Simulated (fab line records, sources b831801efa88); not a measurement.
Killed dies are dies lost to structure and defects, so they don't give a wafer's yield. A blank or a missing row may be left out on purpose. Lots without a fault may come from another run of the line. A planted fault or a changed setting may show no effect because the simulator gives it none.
A struck lot beside a sound one | flow gf180mcu | 28 steps out of a route of 602
Sound: wafers L914.1, L914.3, L914.4. Struck: wafers L923.1, L923.4, L923.6. The cause comes at the end.
At each step with rows: each side's tool, then ch and its chambers, then its first start. Under that, the readings that differ: sound wafers | struck wafers | difference of the means | sigmas: that difference in standard deviations of wafers without a fault.
alike: readings whose means differ by less than 2 such deviations, and words and numbers that are the same on both sides. not compared: withheld readings, readings that some wafer has no value for, bounds like >300 that may hide the same value, and numbers for which the record gives no deviation and whose values overlap.
The two part at a step that has a row with sigmas, a row that says differs or no value, or rows on one side only. Numbers that don't overlap but have no deviation are shown without sigmas and don't part them. A reading that every wafer of one side lacks parts them only if that side has two wafers or more.

first, 6 steps without rows for these wafers: GF_HV_LDD_HMDS_25 (prime time 60 s); GF_HV_LDD_COAT_26 (resist thk 1000 nm); GF_HV_LDD_SOFTBAKE_27 (time 60 s); GF_HV_LDD_EXPOSE_28 (exposes mask Nplus HV AREA, target cd 400 nm); GF_HV_LDD_PEB_29; GF_HV_LDD_DEVELOP_30 (develop time 60 s).
GF_HV_LDD_CD_MEAS_31: target cd 400 nm.
  sound on cd_sem-01, day 12 18:27; struck on cd_sem-02, day 16 00:44
  alike: cd_nm
GF_HV_LDD_OVL_MEAS_32:
  sound on overlay-01, day 12 18:34; struck on overlay-02, day 16 00:52
  alike: HV_LDD_02_OVL
then, 4 steps without rows for these wafers: GF_HV_LDD_IMPLANT_33; GF_HV_LDD_IMPLANT_34; GF_HV_LDD_IMPLANT_35; GF_HV_LDD_IMPLANT_36.
GF_HV_LDD_STRIP_37: strips in O2/N2.
  sound on plasma_asher-01 ch 0,1, day 12 19:13; struck on plasma_asher-01 ch 0,1, day 16 01:30
  no value came back on the struck wafers for any of 6 readings (chamber_pressure_mTorr (mTorr), drypump_motor_current_A (A) and others); on the sound wafers chamber_pressure_mTorr (mTorr) reads 1498.5 1500.5 1501.1
  reading                                     | sound | struck            | difference | sigmas
  model.NOVOLAK_of_HV_LDD_COAT_26.thk_nm (nm) | 0 0 0 | 991.1 995.9 994.4 | +993.8     |
  not compared: rf_hours_counter_h
GF_HV_LDD_TW_MEAS_38:
  sound on film_metro-01, day 12 19:19; struck on film_metro-03, day 16 01:36
  alike: HV_LDD_3_TW
then, 7 steps without rows for these wafers: GF_HV_LDD_DEHYDRATE_39 (time 60 s); GF_HV_LDD_HMDS_40 (prime time 60 s); GF_HV_LDD_COAT_41 (resist thk 1000 nm); GF_HV_LDD_SOFTBAKE_42 (time 60 s); GF_HV_LDD_EXPOSE_43 (exposes mask Pplus HV AREA, target cd 400 nm); GF_HV_LDD_PEB_44; GF_HV_LDD_DEVELOP_45 (develop time 60 s).
GF_HV_LDD_CD_MEAS_46: target cd 400 nm.
  sound on cd_sem-02, day 13 14:21; struck on cd_sem-01, day 17 00:00
  alike: cd_nm
GF_HV_LDD_OVL_MEAS_47:
  sound on overlay-01, day 13 14:28; struck on overlay-02, day 17 00:07
  alike: HV_LDD_03_OVL
then, 1 step without rows for these wafers: GF_HV_LDD_IMPLANT_48.
GF_HV_LDD_STRIP_49: strips in O2/N2.
  sound on plasma_asher-02 ch 0,1, day 13 14:39; struck on plasma_asher-03 ch 0,1, day 17 00:27
  reading                      | sound             | struck            | difference | sigmas
  strip_time_to_endpoint_s (s) | 12.57 12.59 12.61 | 27.48 27.55 27.54 | +14.93     | +99 or more
  alike: chamber_pressure_mTorr, drypump_motor_current_A, heater_power_w, oes_product_au, platen_temp_c
  not compared: rf_hours_counter_h
GF_HV_LDD_TW_MEAS_50:
  sound on film_metro-01, day 13 14:45; struck on film_metro-01, day 17 00:33
  reading     | sound       | struck   | difference | sigmas
  HV_LDD_4_TW | 575 573 568 | 30 30 30 | -542       | -99 or more
then, 1 step without rows for these wafers: GF_HV_LDD_CLEAN_51 (cleans in SC1/SC2, time 150 s).
-- the record jumps here: 16 days lie between the struck wafers' starts before and after (it left off in module HV_LDD and takes up again in module PASSIVATION, whose first step shown is number 602 of the route) --
GF_PASSIVATION_PROBE_99:
  the record has rows for the struck wafers here (prober-01, day 33 02:48) and none for the sound ones

WHERE THEY PART
First at GF_HV_LDD_STRIP_37; last, within this record, at GF_PASSIVATION_PROBE_99.

WHY: what the simulator had put in
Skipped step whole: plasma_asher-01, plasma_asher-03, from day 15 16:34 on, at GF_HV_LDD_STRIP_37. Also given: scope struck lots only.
